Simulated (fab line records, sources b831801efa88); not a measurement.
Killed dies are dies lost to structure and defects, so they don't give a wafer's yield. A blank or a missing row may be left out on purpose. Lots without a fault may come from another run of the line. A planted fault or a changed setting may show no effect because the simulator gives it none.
A struck lot beside a sound one | flow gf180mcu | 42 steps out of a route of 602
Sound: wafers L647.2, L647.4, L647.6. Struck: wafers L653.1, L653.5, L653.6. The cause comes at the end.
At each step with rows: each side's tool, then ch and its chambers, then its first start. Under that, the readings that differ: sound wafers | struck wafers | difference of the means | sigmas: that difference in standard deviations of wafers without a fault.
alike: readings whose means differ by less than 2 such deviations, and words and numbers that are the same on both sides. not compared: withheld readings, readings that some wafer has no value for, bounds like >300 that may hide the same value, and numbers for which the record gives no deviation and whose values overlap.
The two part at a step that has a row with sigmas, a row that says differs or no value, or rows on one side only. Numbers that don't overlap but have no deviation are shown without sigmas and don't part them. A reading that every wafer of one side lacks parts them only if that side has two wafers or more.

first, 2 steps without rows for these wafers: GF_LVPWELL_IMPLANT_08; GF_LVPWELL_IMPLANT_09.
GF_LVPWELL_STRIP_10: strips in O2/N2.
  sound on plasma_asher-02 ch 0,1, day 4 19:36; struck on plasma_asher-02 ch 0,1, day 6 06:41
  alike: drypump_motor_current_A, heater_power_w, n2_flow_sccm, oes_product_au, strip_time_to_endpoint_s
  not compared: rf_hours_counter_h
GF_LVPWELL_TW_MEAS_11:
  sound on film_metro-04, day 4 19:43; struck on film_metro-03, day 6 06:47
  alike: LVPWELL_TW
then, 7 steps without rows for these wafers: GF_MVSD_DEHYDRATE_00 (time 60 s); GF_MVSD_HMDS_01 (prime time 60 s); GF_MVSD_COAT_02 (resist thk 3000 nm); GF_MVSD_SOFTBAKE_03; GF_MVSD_EXPOSE_04 (exposes mask MVSD, target cd 1000 nm); GF_MVSD_PEB_05; GF_MVSD_DEVELOP_06 (develop time 60 s).
GF_MVSD_OVL_MEAS_07:
  sound on overlay-01, day 5 09:25; struck on overlay-02, day 6 20:30
  reading       | sound          | struck      | difference | sigmas
  MVSD_OVL (nm) | -4.7 -4.4 -6.1 | 1.0 0.3 0.5 | +5.7       | +4
GF_MVSD_IMPLANT_08:
  sound on implanter-04 ch 0, day 5 09:28; struck on implanter-01 ch 0, day 6 20:32
  reading            | sound                            | struck                           | difference  | sigmas
  dose_ions_cm2      | 1.5996e+13 1.6014e+13 1.6026e+13 | 1.9817e+13 1.9829e+13 1.9829e+13 | +3.8130e+12 | +99 or more
  faraday_current_uA | 89.7 92.2 91.7                   | 111.9 108.2 110.9                | +19.1       | +10
then, 1 step without rows for these wafers: GF_MVSD_IMPLANT_09.
GF_MVSD_STRIP_10: strips in O2/N2.
  sound on plasma_asher-03 ch 0,1, day 5 09:44; struck on plasma_asher-03 ch 0,1, day 6 20:50
  alike: drypump_motor_current_A, heater_power_w, n2_flow_sccm, oes_product_au, strip_time_to_endpoint_s
  not compared: rf_hours_counter_h
GF_MVSD_TW_MEAS_11:
  sound on film_metro-03, day 5 09:52; struck on film_metro-03, day 6 21:10
  reading | sound          | struck         | difference | sigmas
  MVSD_TW | 1583 1587 1582 | 1690 1693 1696 | +109       | +10
  not compared: hold
then, 6 steps without rows for these wafers: GF_MVPSD_HMDS_01 (prime time 60 s); GF_MVPSD_COAT_02 (resist thk 3000 nm); GF_MVPSD_SOFTBAKE_03; GF_MVPSD_EXPOSE_04 (exposes mask MVPSD, target cd 1000 nm); GF_MVPSD_PEB_05; GF_MVPSD_DEVELOP_06 (develop time 60 s).
GF_MVPSD_OVL_MEAS_07:
  sound on overlay-02, day 6 00:10; struck on overlay-01, day 7 12:34
  alike: MVPSD_OVL
then, 2 steps without rows for these wafers: GF_MVPSD_IMPLANT_08; GF_MVPSD_IMPLANT_09.
GF_MVPSD_STRIP_10: strips in O2/N2.
  sound on plasma_asher-02 ch 0,1, day 6 00:30; struck on plasma_asher-01 ch 0,1, day 7 12:54
  reading                      | sound             | struck            | difference | sigmas
  strip_time_to_endpoint_s (s) | 36.88 36.83 36.89 | 37.07 37.13 37.10 | +0.23      | +2
  alike: drypump_motor_current_A, heater_power_w, n2_flow_sccm, oes_product_au
  not compared: rf_hours_counter_h
GF_MVPSD_TW_MEAS_11:
  sound on film_metro-01, day 6 00:37; struck on film_metro-04, day 7 13:00
  alike: MVPSD_TW
then, 7 steps without rows for these wafers: GF_VT_IMPLANT_DEHYDRATE_00 (time 60 s); GF_VT_IMPLANT_HMDS_01 (prime time 60 s); GF_VT_IMPLANT_COAT_02 (resist thk 1000 nm); GF_VT_IMPLANT_SOFTBAKE_03 (time 60 s); GF_VT_IMPLANT_EXPOSE_04 (exposes mask LVPWELL LV AREA, target cd 600 nm); GF_VT_IMPLANT_PEB_05; GF_VT_IMPLANT_DEVELOP_06 (develop time 60 s).
GF_VT_IMPLANT_OVL_MEAS_07:
  sound on overlay-01, day 6 14:19; struck on overlay-02, day 8 04:56
  reading             | sound       | struck         | difference | sigmas
  VT_IMPLANT_OVL (nm) | 0.7 1.0 1.4 | -2.4 -3.8 -2.1 | -3.8       | -3
then, 1 step without rows for these wafers: GF_VT_IMPLANT_IMPLANT_08.
GF_VT_IMPLANT_STRIP_09: strips in O2/N2.
  sound on plasma_asher-04 ch 0, day 6 14:29; struck on plasma_asher-04 ch 0,1, day 8 05:08
  alike: drypump_motor_current_A, heater_power_w, n2_flow_sccm, oes_product_au, strip_time_to_endpoint_s
  not compared: rf_hours_counter_h
GF_VT_IMPLANT_TW_MEAS_10:
  sound on film_metro-01, day 6 14:36; struck on film_metro-02, day 8 05:14
  alike: VT_IMPLANT_TW
then, 3 steps without rows for these wafers: GF_VT_IMPLANT_DEHYDRATE_11 (time 60 s); GF_VT_IMPLANT_HMDS_12 (prime time 60 s); GF_VT_IMPLANT_COAT_13 (resist thk 1000 nm).
-- the record jumps here: 2 days lie between the struck wafers' starts before and after --
GF_VT_IMPLANT_RS_MEAS_46: measures by four-point-probe.
  sound on film_metro-03, day 8 15:04; struck on film_metro-01, day 10 08:45
  reading          | sound             | struck            | difference | sigmas
  MVSD_RS (ohm/sq) | 458.8 459.1 458.2 | 409.3 409.8 409.1 | -49.3      | -49
  not compared: hold

WHERE THEY PART
First at GF_MVSD_OVL_MEAS_07; last, within this record, at GF_VT_IMPLANT_RS_MEAS_46.

WHY: what the simulator had put in
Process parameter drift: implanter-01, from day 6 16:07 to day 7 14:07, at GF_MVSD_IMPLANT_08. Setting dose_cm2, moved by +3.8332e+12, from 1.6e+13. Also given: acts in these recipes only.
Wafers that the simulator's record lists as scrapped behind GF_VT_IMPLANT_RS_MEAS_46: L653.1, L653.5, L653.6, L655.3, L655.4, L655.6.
